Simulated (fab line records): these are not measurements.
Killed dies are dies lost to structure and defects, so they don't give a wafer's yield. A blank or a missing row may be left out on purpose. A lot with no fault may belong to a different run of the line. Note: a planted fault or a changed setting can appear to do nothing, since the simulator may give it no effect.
Chamber matching -- flow gf180mcu -- GF_V2_CMP_04 on cmp-02 has 4 sister chambers
The step polishes SiO2. 4 wafers are shown with their chamber, then 7 later ones without.

WAFERS, EACH WITH ITS CHAMBER
wafer,chamber,motor current A (A)
L309.2,1,11.8
L309.4,0,11.6
L314.3,3,11.0
L314.5,2,12.6

WAFERS WITHOUT THEIR CHAMBER
wafer,motor current A (A)
L314.6,10.9
L316.2,11.8
L316.3,12.3
L316.6,13.4
L317.3,11.0
L317.4,12.6
L317.6,10.6

EACH ONE'S CHAMBER
wafer,from the rows above,in truth
L314.6,can't be placed: 3 or 0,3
L316.2,can't be placed: 1 or 0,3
L316.3,can't be placed: 2 or 1 or 0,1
L316.6,2,2
L317.3,can't be placed: 3 or 0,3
L317.4,2,2
L317.6,can't be placed: 3 or 0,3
Correctly placed: 2 of 7. Cannot be placed on the basis of these rows: 5; the candidates contain the true chamber in 4. Wrongly placed: 0.
How it was worked out, from the rows above alone: a wafer's distance from a chamber is the root of the sum, over the readings, of the square of ((its reading less the chamber's mean) divided by the reading's scatter). If the next closest chamber is less than 2 further off than the closest, the wafer can't be placed; otherwise it belongs to the closest. Each chamber's mean is taken over the wafers shown for it. The scatter: with one shown wafer a chamber, the root of the mean of the squares of how far each hidden wafer lies from its nearest shown one.
